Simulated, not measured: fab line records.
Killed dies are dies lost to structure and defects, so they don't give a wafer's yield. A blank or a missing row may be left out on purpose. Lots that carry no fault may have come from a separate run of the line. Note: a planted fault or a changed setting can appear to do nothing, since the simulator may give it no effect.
Commonality check across tools / flow sky130 / 42 wafers sampled across 14 lots

## WHY IT WAS OPENED
2 of 14 lots carry a flag on the reading SONOS_TUNNEL_TW at SKY_SONOS_TUNNEL_TW_MEAS_12. Wafers without a fault read 198.7, standard deviation 1.6.
Rule: a lot gets a flag if all its wafers with a number sit over 4 standard deviations from that mean, or if no wafer of it has a number. The other lots count as sound.

lot=L652; measured=day 11 06:23; on=filmMetro-02; SONOS_TUNNEL_TW, wafer by wafer=195.3 196.6 197.3; flag=
lot=L653; measured=day 11 17:57; on=filmMetro-02; SONOS_TUNNEL_TW, wafer by wafer=196.3 195.4 196.6; flag=
lot=L657; measured=day 13 05:43; on=filmMetro-01; SONOS_TUNNEL_TW, wafer by wafer=199.1 199.7 199.5; flag=
lot=L658; measured=day 13 07:43; on=filmMetro-01; SONOS_TUNNEL_TW, wafer by wafer=198.6 199.6 199.4; flag=
lot=L659; measured=day 13 17:06; on=filmMetro-02; SONOS_TUNNEL_TW, wafer by wafer=29.9 30.2 30.1; flag=FLAGGED
lot=L660; measured=day 14 09:47; on=filmMetro-04; SONOS_TUNNEL_TW, wafer by wafer=30.2 30.2 30.2; flag=FLAGGED
lot=L661; measured=day 14 12:13; on=filmMetro-04; SONOS_TUNNEL_TW, wafer by wafer=198.6 198.8 199.6; flag=
lot=L667; measured=day 16 15:09; on=filmMetro-04; SONOS_TUNNEL_TW, wafer by wafer=198.9 199.1 199.7; flag=
lot=L668; measured=day 17 00:10; on=filmMetro-04; SONOS_TUNNEL_TW, wafer by wafer=199.7 198.9 199.0; flag=
lot=L669; measured=day 17 01:12; on=filmMetro-01; SONOS_TUNNEL_TW, wafer by wafer=200.7 200.8 199.8; flag=
lot=L670; measured=day 17 12:05; on=filmMetro-01; SONOS_TUNNEL_TW, wafer by wafer=201.1 200.5 200.5; flag=
lot=L672; measured=day 18 01:20; on=filmMetro-01; SONOS_TUNNEL_TW, wafer by wafer=199.4 200.7 199.4; flag=
lot=L673; measured=day 18 21:35; on=filmMetro-02; SONOS_TUNNEL_TW, wafer by wafer=197.8 197.4 198.1; flag=
lot=L674; measured=day 19 15:26; on=filmMetro-02; SONOS_TUNNEL_TW, wafer by wafer=196.8 196.1 197.8; flag=
On average the flagged lots read 30.1, which is -168.6 against the usual, or -99 or more standard deviations.

## TOOL THAT RAN EACH LOT
Before the reading, the record contains 2 process steps out of a 708-step route. Every cell lists first the tool, next ch and the chambers used by the sampled wafers, and last the start.
lot=L652; flag=; SKY_VT_ADJUST_HVTP_STRIP_10=plasmaAsher-02 ch 0,1, day 6 01:17; SKY_VT_ADJUST_PCH_STRIP_09=plasmaAsher-03 ch 0,1, day 10 06:55
lot=L653; flag=; SKY_VT_ADJUST_HVTP_STRIP_10=plasmaAsher-01 ch 0,1, day 6 09:20; SKY_VT_ADJUST_PCH_STRIP_09=plasmaAsher-02 ch 0,1, day 10 17:25
lot=L657; flag=; SKY_VT_ADJUST_HVTP_STRIP_10=plasmaAsher-01 ch 0,1, day 7 12:53; SKY_VT_ADJUST_PCH_STRIP_09=plasmaAsher-01 ch 0, day 12 03:43
lot=L658; flag=; SKY_VT_ADJUST_HVTP_STRIP_10=plasmaAsher-03 ch 0,1, day 7 14:43; SKY_VT_ADJUST_PCH_STRIP_09=plasmaAsher-01 ch 0,1, day 12 05:46
lot=L659; flag=FLAGGED; SKY_VT_ADJUST_HVTP_STRIP_10=plasmaAsher-01 ch 0,1, day 7 20:56; SKY_VT_ADJUST_PCH_STRIP_09=plasmaAsher-01 ch 0,1, day 12 14:47
lot=L660; flag=FLAGGED; SKY_VT_ADJUST_HVTP_STRIP_10=plasmaAsher-01 ch 0,1, day 8 08:46; SKY_VT_ADJUST_PCH_STRIP_09=plasmaAsher-03 ch 0,1, day 13 06:58
lot=L661; flag=; SKY_VT_ADJUST_HVTP_STRIP_10=plasmaAsher-03 ch 0,1, day 8 14:35; SKY_VT_ADJUST_PCH_STRIP_09=plasmaAsher-03 ch 0,1, day 13 10:24
lot=L667; flag=; SKY_VT_ADJUST_HVTP_STRIP_10=plasmaAsher-03 ch 0,1, day 10 03:38; SKY_VT_ADJUST_PCH_STRIP_09=plasmaAsher-01 ch 0,1, day 15 09:46
lot=L668; flag=; SKY_VT_ADJUST_HVTP_STRIP_10=plasmaAsher-02 ch 0,1, day 10 10:20; SKY_VT_ADJUST_PCH_STRIP_09=plasmaAsher-03 ch 0,1, day 15 18:04
lot=L669; flag=; SKY_VT_ADJUST_HVTP_STRIP_10=plasmaAsher-01 ch 0,1, day 10 10:38; SKY_VT_ADJUST_PCH_STRIP_09=plasmaAsher-03 ch 0,1, day 15 18:54
lot=L670; flag=; SKY_VT_ADJUST_HVTP_STRIP_10=plasmaAsher-03 ch 0,1, day 10 20:05; SKY_VT_ADJUST_PCH_STRIP_09=plasmaAsher-01 ch 0,1, day 16 05:52
lot=L672; flag=; SKY_VT_ADJUST_HVTP_STRIP_10=plasmaAsher-03 ch 0,1, day 11 06:57; SKY_VT_ADJUST_PCH_STRIP_09=plasmaAsher-03 ch 0,1, day 16 19:25
lot=L673; flag=; SKY_VT_ADJUST_HVTP_STRIP_10=plasmaAsher-02 ch 0,1, day 11 23:08; SKY_VT_ADJUST_PCH_STRIP_09=plasmaAsher-03 ch 0,1, day 17 16:03
lot=L674; flag=; SKY_VT_ADJUST_HVTP_STRIP_10=plasmaAsher-02 ch 0, day 12 13:29; SKY_VT_ADJUST_PCH_STRIP_09=plasmaAsher-03 ch 0,1, day 18 08:36
What is done by these steps:
- SKY_VT_ADJUST_HVTP_STRIP_10: strips in O2/N2.
- SKY_VT_ADJUST_PCH_STRIP_09: strips in O2/N2.
- SKY_SONOS_TUNNEL_TW_MEAS_12

## FLAGGED OVER TOTAL, TOOL BY TOOL (the gauges that took the reading come last)
step=SKY_VT_ADJUST_HVTP_STRIP_10; tool=plasmaAsher-01; lots run=5; flagged=2; share of the flagged lots=all; sound lots run after its first flagged lot=1 (L669)
step=SKY_VT_ADJUST_HVTP_STRIP_10; tool=plasmaAsher-02; lots run=4; flagged=0; share of the flagged lots=none; sound lots run after its first flagged lot=-
step=SKY_VT_ADJUST_HVTP_STRIP_10; tool=plasmaAsher-03; lots run=5; flagged=0; share of the flagged lots=none; sound lots run after its first flagged lot=-
step=SKY_VT_ADJUST_PCH_STRIP_09; tool=plasmaAsher-01; lots run=5; flagged=1; share of the flagged lots=some; sound lots run after its first flagged lot=2 (L667,L670)
step=SKY_VT_ADJUST_PCH_STRIP_09; tool=plasmaAsher-02; lots run=1; flagged=0; share of the flagged lots=none; sound lots run after its first flagged lot=-
step=SKY_VT_ADJUST_PCH_STRIP_09; tool=plasmaAsher-03; lots run=8; flagged=1; share of the flagged lots=some; sound lots run after its first flagged lot=6 (L661,L668,L669,L672,L673,L674)
step=SKY_SONOS_TUNNEL_TW_MEAS_12; tool=filmMetro-01; lots run=5; flagged=0; share of the flagged lots=none; sound lots run after its first flagged lot=-
step=SKY_SONOS_TUNNEL_TW_MEAS_12; tool=filmMetro-02; lots run=5; flagged=1; share of the flagged lots=some; sound lots run after its first flagged lot=2 (L673,L674)
step=SKY_SONOS_TUNNEL_TW_MEAS_12; tool=filmMetro-04; lots run=4; flagged=1; share of the flagged lots=some; sound lots run after its first flagged lot=3 (L661,L667,L668)

## WHAT THE TABLE PERMITS
Rows of the table that ran each flagged lot: 1, that is plasmaAsher-01 at SKY_VT_ADJUST_HVTP_STRIP_10.
- plasmaAsher-01 at SKY_VT_ADJUST_HVTP_STRIP_10: 2 of its 5 lots flagged. Sound lots followed the first flagged one (L669) on it, something a lasting fault affecting the whole tool could not allow.
Every row of the table either missed a flagged lot or ran a sound lot after the first.

## WHAT THE SIMULATOR PUT IN
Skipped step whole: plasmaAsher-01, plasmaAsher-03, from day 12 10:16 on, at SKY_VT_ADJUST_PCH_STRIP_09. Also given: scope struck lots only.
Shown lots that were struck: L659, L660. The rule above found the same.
